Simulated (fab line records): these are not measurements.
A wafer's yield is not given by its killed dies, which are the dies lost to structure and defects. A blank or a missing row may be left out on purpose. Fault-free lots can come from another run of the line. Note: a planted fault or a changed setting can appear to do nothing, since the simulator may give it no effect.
fab line records	flow gf180mcu
[record] lots = 7	wafers = 21	lastDay = 34
route steps=602 shown MIM@510
lots untouched by any fault: they come from a run of this same line in which no faults occurred
startH: hours from the record's first day to the start of the lot's first wafer shown	waitH: hours elapsed since this lot's preceding step	" repeats the value in the row above	L1.1+2: a row that stands for several wafers	- no value, or no start was given	* or withheld: withheld	< > ~ a bound
route shown NAME@n: NAME is a module with steps in the file, n the number in the route of the first one	usual: mean and standard deviation over wafers with no fault	same: alike in all rows	chamber/n: place in a boat	sites: each site's reading	_std_site: standard deviation across them	_edge_site: outer sites' mean less inner sites'	radiusMm: how far each site lies from the wafer's centre	mask NAME#n: copy n	behind: tool/chamber where the wafer was last shaped	hold: the reason the lot was held/the length of the hold in hours/how it ended	device: transistor that didn't switch, given as n, p or np	end of line: tests run on the same wafers once the route is complete	a step with no rows: only its recipe	killed: not the wafer's yield, but the dies lost to structure and defects at the first sort	map: dies across one wafer; x = killed, . = not, _ = none there
set.NAME: the run value of the setting; set.NAME@STEP: its run value at that earlier step	model.NAME: the simulator's own value behind a step, which no gauge read
lots at some steps of the route; a table a step, a row a wafer
services: the hour from which a tool's chamber was out of use, counted from the record's first day as startH (under 0 if before that day), plus the number of hours and why
[[steps]]
[step GF_MIM_SPUTTER_07]
[recipe] material = TiN	targetThkNm = 60	powerW = 6500	timeS = 50	chamberPressurePa = 0.4
[usual] throttleValvePct = 29.8/1.1
lot.wafer	tool	chamber	startH	waitH	throttleValvePct
L204.1	pvdSputter-01	-	562.99	0.1	30.3
L204.3	"	-	"	"	28.9
L204.6	"	-	"	"	31.7
L209.1	pvdSputter-04	-	606.64	0.1	30.6
L209.4	"	-	"	"	28.6
L209.6	"	-	"	"	30.2
L216.3	pvdSputter-01	-	657.00	0.0	31.9
L216.5	"	-	"	"	31.9
L216.6	"	-	"	"	29.0
L217.4	pvdSputter-01	-	664.18	0.0	30.2
L217.5	"	-	"	"	32.0
L217.6	"	-	"	"	28.9
L218.3	pvdSputter-01	-	669.65	0.0	29.1
L218.4	"	-	"	"	31.9
L218.5	"	-	"	"	30.3
L226.3	pvdSputter-01	-	720.27	0.0	32.3
L226.5	"	-	"	"	28.6
L226.6	"	-	"	"	31.7
L227.3	pvdSputter-02	-	731.09	0.0	29.6
L227.5	"	-	"	"	29.7
L227.6	"	-	"	"	29.7
[step GF_MIM_SPUTTER_08]
[recipe] material = AlCu	targetThkNm = 200	powerW = 10600	timeS = 10.6	chamberPressurePa = 0.4
[usual] throttleValvePct = 29.8/1.1
lot.wafer	tool	chamber	startH	waitH	throttleValvePct
L204.1	pvdSputter-01	-	563.04	0.0	30.4
L204.3	"	-	"	"	28.8
L204.6	"	-	"	"	32.1
L209.1	pvdSputter-04	-	606.69	0.0	30.8
L209.4	"	-	"	"	28.9
L209.6	"	-	"	"	30.3
L216.3	pvdSputter-01	-	657.05	0.0	31.7
L216.5	"	-	"	"	32.1
L216.6	"	-	"	"	28.9
L217.4	pvdSputter-01	-	664.23	0.0	30.3
L217.5	"	-	"	"	31.9
L217.6	"	-	"	"	29.0
L218.3	pvdSputter-01	-	669.70	0.0	28.9
L218.4	"	-	"	"	31.7
L218.5	"	-	"	"	30.5
L226.3	pvdSputter-01	-	720.32	0.0	31.7
L226.5	"	-	"	"	28.6
L226.6	"	-	"	"	31.7
L227.3	pvdSputter-02	-	731.14	0.0	29.6
L227.5	"	-	"	"	29.8
L227.6	"	-	"	"	29.6
[step GF_MIM_SPUTTER_09]
[recipe] material = TiN	targetThkNm = 35	powerW = 6500	timeS = 29.2	chamberPressurePa = 0.4
[usual] throttleValvePct = 29.8/1.1
lot.wafer	tool	chamber	startH	waitH	throttleValvePct
L204.1	pvdSputter-01	-	563.06	0.0	30.2
L204.3	"	-	"	"	28.7
L204.6	"	-	"	"	31.9
L209.1	pvdSputter-04	-	606.71	0.0	30.7
L209.4	"	-	"	"	28.9
L209.6	"	-	"	"	30.2
L216.3	pvdSputter-01	-	657.07	0.0	31.9
L216.5	"	-	"	"	31.8
L216.6	"	-	"	"	28.5
L217.4	pvdSputter-01	-	664.25	0.0	30.5
L217.5	"	-	"	"	32.0
L217.6	"	-	"	"	29.0
L218.3	pvdSputter-01	-	669.72	0.0	28.9
L218.4	"	-	"	"	31.7
L218.5	"	-	"	"	30.3
L226.3	pvdSputter-01	-	720.34	0.0	32.0
L226.5	"	-	"	"	28.9
L226.6	"	-	"	"	31.9
L227.3	pvdSputter-02	-	731.16	0.0	29.7
L227.5	"	-	"	"	29.9
L227.6	"	-	"	"	29.6
[step GF_MIM_RS_MEAS_10]
[recipe] thkMeasGauge = four-point-probe	reads = TiN_of_MIM_SPUTTER_09+AlCu_of_MIM_SPUTTER_08+TiN_of_MIM_SPUTTER_07
[usual] MIM_ALCU_RS = 0.1599/0.0021
lot.wafer	tool	chamber	startH	waitH	MIM_ALCU_RS[ohm/sq]
L204.1	filmMetro-01	-	563.09	0.0	0.1624
L204.3	"	-	"	"	0.1590
L204.6	"	-	"	"	0.1593
L209.1	filmMetro-01	-	606.74	0.0	0.1629
L209.4	"	-	"	"	0.1604
L209.6	"	-	"	"	0.1602
L216.3	filmMetro-03	-	657.14	0.1	0.1588
L216.5	"	-	"	"	0.1582
L216.6	"	-	"	"	0.1575
L217.4	filmMetro-02	-	664.34	0.1	0.1620
L217.5	"	-	"	"	0.1605
L217.6	"	-	"	"	0.1600
L218.3	filmMetro-03	-	669.79	0.1	0.1567
L218.4	"	-	"	"	0.1570
L218.5	"	-	"	"	0.1591
L226.3	filmMetro-03	-	720.41	0.1	0.1605
L226.5	"	-	"	"	0.1599
L226.6	"	-	"	"	0.1595
L227.3	filmMetro-03	-	731.23	0.1	0.1581
L227.5	"	-	"	"	0.1576
L227.6	"	-	"	"	0.1623
[step GF_MIM_THK_MEAS_11]
[recipe] thkMeasGauge = xrf	reads = AlCu_of_MIM_SPUTTER_08
[usual] MIM_ALCU_THK = 198.7/2.6
lot.wafer	tool	chamber	startH	waitH	MIM_ALCU_THK[nm]
L204.1	filmMetro-01	-	563.21	0.1	195.9
L204.3	"	-	"	"	199.4
L204.6	"	-	"	"	199.4
L209.1	filmMetro-01	-	606.86	0.1	195.7
L209.4	"	-	"	"	197.8
L209.6	"	-	"	"	198.7
L216.3	filmMetro-03	-	657.24	0.1	199.6
L216.5	"	-	"	"	200.1
L216.6	"	-	"	"	201.3
L217.4	filmMetro-02	-	664.43	0.1	197.0
L217.5	"	-	"	"	198.5
L217.6	"	-	"	"	199.8
L218.3	filmMetro-03	-	669.89	0.1	202.2
L218.4	"	-	"	"	201.8
L218.5	"	-	"	"	199.6
L226.3	filmMetro-03	-	720.51	0.1	197.1
L226.5	"	-	"	"	198.7
L226.6	"	-	"	"	199.2
L227.3	filmMetro-03	-	731.33	0.1	200.8
L227.5	"	-	"	"	200.5
L227.6	"	-	"	"	196.4
[step GF_MIM_DEHYDRATE_12]
[recipe] tempC = 200	timeS = 60
[step GF_MIM_HMDS_13]
[recipe] primeTimeS = 60	primeTempC = 120
[step GF_MIM_COAT_14]
[recipe] resist = NOVOLAK	spinRpm = 3000	resistThkNm = 1000
[step GF_MIM_SOFTBAKE_15]
[recipe] tempC = 90	timeS = 60	resist = NOVOLAK
[step GF_MIM_EXPOSE_16]
[recipe] maskId = FuseTop	targetCdNm = 2000	na = 0.6	sourceShape = conventional	sigmaOuter = 0.6	doseMj = 140
[step GF_MIM_PEB_17]
[recipe] tempC = withheld	timeS = *	resist = NOVOLAK
[step GF_MIM_DEVELOP_18]
[recipe] developTimeS = 60	devTempC = 23
[step GF_MIM_METAL_ETCH_19]
[recipe] chemistry = Cl2/BCl3	maskMaterial = NOVOLAK	stopOn = Si3N4	targetDepthNm = 324.5	pressureMtorr = 8	icpW = 800	biasW = 140	Cl2_flow_sccm = 80	bcl3FlowSccm = 40	timeS = 54.1
[usual] bcl3FlowSccm = 40.00/0.11	biasW = 139.9/0.41	drypumpMotorCurrentA = 5.6/0.31	heBacksideLeakSccm = 3.3/0.32	oesProductAu = 0.942/0.0068	throttleValvePct = 28.283/0.01
lot.wafer	tool	chamber	startH	waitH	bcl3FlowSccm	biasW	drypumpMotorCurrentA	heBacksideLeakSccm	oesProductAu	rfHoursCounterH	throttleValvePct	model.NOVOLAK_of_MIM_COAT_14.thkNm
L204.1	rieMetal-02	1	584.86	0.1	40.08	139.8	5.3	3.4	0.940	3	28.294	871.5
L204.3	"	0	"	"	39.97	140.0	5.7	3.1	0.939	-	28.276	871.7
L204.6	"	1	"	"	40.24	139.8	5.2	3.4	0.943	-	28.281	871.3
L209.1	rieMetal-02	0	627.57	0.1	39.98	139.7	5.7	3.2	0.934	9	28.294	865.4
L209.4	"	0	"	"	40.04	141.1	5.7	3.3	0.940	-	28.304	870
L209.6	"	0	"	"	40.01	140.5	5.8	3.3	0.943	-	28.284	867.5
L216.3	rieMetal-01	1	676.76	0.1	-	-	-	-	-	-	-	1004
L216.5	"	1	"	"	-	-	-	-	-	-	-	1006
L216.6	"	1	"	"	-	-	-	-	-	-	-	1004
L217.4	rieMetal-02	1	682.69	0.1	-	-	-	-	-	-	-	1000
L217.5	"	0	"	"	-	-	-	-	-	-	-	1001
L217.6	"	1	"	"	-	-	-	-	-	-	-	1005
L218.3	rieMetal-02	0	688.63	0.1	-	-	-	-	-	-	-	999.7
L218.4	"	1	"	"	-	-	-	-	-	-	-	995.1
L218.5	"	0	"	"	-	-	-	-	-	-	-	995.5
L226.3	rieMetal-01	1	737.96	0.1	39.88	140.8	5.9	3.2	0.936	-	28.283	866.7
L226.5	"	1	"	"	39.95	139.8	5.9	3.1	0.934	-	28.285	863.5
L226.6	"	1	"	"	40.08	139.9	5.9	3.1	0.945	-	28.301	863.8
L227.3	rieMetal-02	0	748.04	0.1	40.00	139.3	5.8	3.3	0.955	-	28.271	872.6
L227.5	"	1	"	"	39.97	139.4	5.3	3.3	0.948	-	28.266	868.9
L227.6	"	0	"	"	40.09	139.3	5.7	3.3	0.934	-	28.300	874.4
[step GF_MIM_STRIP_20]
[recipe] chemistry = O2/N2	powerW = 1400	pressureMtorr = 1500	platenTempC = 250	o2FlowSccm = 3000	n2FlowSccm = 300	overashFraction = 0.5
[usual] drypumpMotorCurrentA = 5.7/0.35	heaterPowerW = 326/36	oesProductAu = 0.691/0.0052	stripTimeToEndpointS = 11.21/0.035
lot.wafer	tool	chamber	startH	waitH	drypumpMotorCurrentA	heaterPowerW	oesProductAu	rfHoursCounterH	stripTimeToEndpointS
L204.1	plasmaAsher-01	0	584.93	0.0	5.9	338	0.692	17	11.24
L204.3	"	1	"	"	6.0	293	0.691	-	11.24
L204.6	"	1	"	"	6.1	299	0.692	-	11.23
L209.1	plasmaAsher-02	1	627.64	0.0	5.8	348	0.691	104	11.15
L209.4	"	0	"	"	5.7	284	0.693	-	11.22
L209.6	"	0	"	"	5.7	280	0.691	-	11.19
L216.3	plasmaAsher-02	0	676.88	0.1	5.7	285	0.709	-	12.66
L216.5	"	1	"	"	5.8	350	0.711	-	12.71
L216.6	"	0	"	"	5.7	290	0.709	-	12.67
L217.4	plasmaAsher-01	1	682.77	0.1	6.0	289	0.713	-	12.63
L217.5	"	1	"	"	6.0	285	0.719	-	12.66
L217.6	"	0	"	"	6.0	329	0.719	-	12.70
L218.3	plasmaAsher-04	1	688.71	0.1	4.9	333	0.716	-	12.61
L218.4	"	0	"	"	5.5	380	0.713	-	12.57
L218.5	"	0	"	"	5.5	384	0.716	-	12.57
L226.3	plasmaAsher-01	0	738.09	0.1	5.9	325	0.683	-	11.18
L226.5	"	0	"	"	5.9	327	0.687	-	11.13
L226.6	"	1	"	"	6.1	288	0.691	-	11.16
L227.3	plasmaAsher-04	1	748.12	0.1	4.9	325	0.688	-	11.25
L227.5	"	0	"	"	5.6	388	0.693	-	11.19
L227.6	"	1	"	"	4.9	324	0.702	-	11.28
[step GF_MIM_STRIP_21]
[recipe] chemistry = postEtchResidueRemover	timeS = 1200	tempC = 72.5
[[services]]
tool	chamber	startH	hours	kind
rieMetal-02	-	543.60	0.4	repair
pvdSputter-02	-	557.11	2.1	repair
pvdSputter-01	-	563.85	2.2	repair
rieMetal-01	0	565.32	175.0	repair
pvdSputter-01	-	579.32	12.1	repair
pvdSputter-01	3	606.55	-	consumableReplace:kit
pvdSputter-01	3	606.55	18.0	scheduledDown
pvdSputter-01	3	606.55	18.0	ventCycle
pvdSputter-04	2	606.74	-	consumableReplace:kit
pvdSputter-02	-	607.57	2.9	repair
pvdSputter-02	-	660.69	7.4	repair
plasmaAsher-04	-	669.65	14.6	pm
plasmaAsher-01	-	687.12	4.0	repair
pvdSputter-04	-	689.50	5.0	repair
pvdSputter-04	-	695.57	4.4	repair
rieMetal-02	0	710.07	-	clean
rieMetal-02	0	710.07	16.5	scheduledDown
rieMetal-02	0	710.07	16.5	ventCycle
plasmaAsher-02	-	721.90	1.6	repair
plasmaAsher-02	-	733.75	9.0	pm
pvdSputter-01	2	741.39	-	consumableReplace:kit
pvdSputter-01	2	741.39	18.0	scheduledDown
pvdSputter-01	2	741.39	18.0	ventCycle
plasmaAsher-02	-	742.35	3.8	repair
[[key]]
[firstSign] step = GF_MIM_METAL_ETCH_19	reading = toolRecord	direction = missing
[effect] step = GF_MIM_STRIP_20	reading = stripTimeToEndpointS	direction = up	sigmas = 40	usual = *	struck = *
[modelEffect] step = GF_MIM_METAL_ETCH_19	value = NOVOLAK_of_MIM_COAT_14.thkNm	without = 869.5	struck = 1001
metAt GF_MIM_METAL_ETCH_19
struckWafers L216.3,L216.5,L216.6,L217.4,L217.5,L217.6,L218.3,L218.4,L218.5
laterRowsLeftOut L216.3,L216.5,L216.6,L217.4,L217.5,L217.6,L218.3,L218.4,L218.5
sortLeftOut L216.3,L216.5,L216.6,L217.4,L217.5,L217.6,L218.3,L218.4,L218.5
onsetBetween 627.57 676.76
[fault] kind = skippedStepWhole	tool = rieMetal-01,rieMetal-02	chamber = -	onsetH = 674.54	steps = GF_MIM_METAL_ETCH_19	scope = struckLotsOnly
// sortLeftOut: the simulated sort isn't trusted on such a fault, so these wafers' sort isn't shown, and their yield isn't known
// laterRowsLeftOut: the simulator's readings of these wafers behind a module that went badly wrong aren't trusted and aren't shown, but for the sort
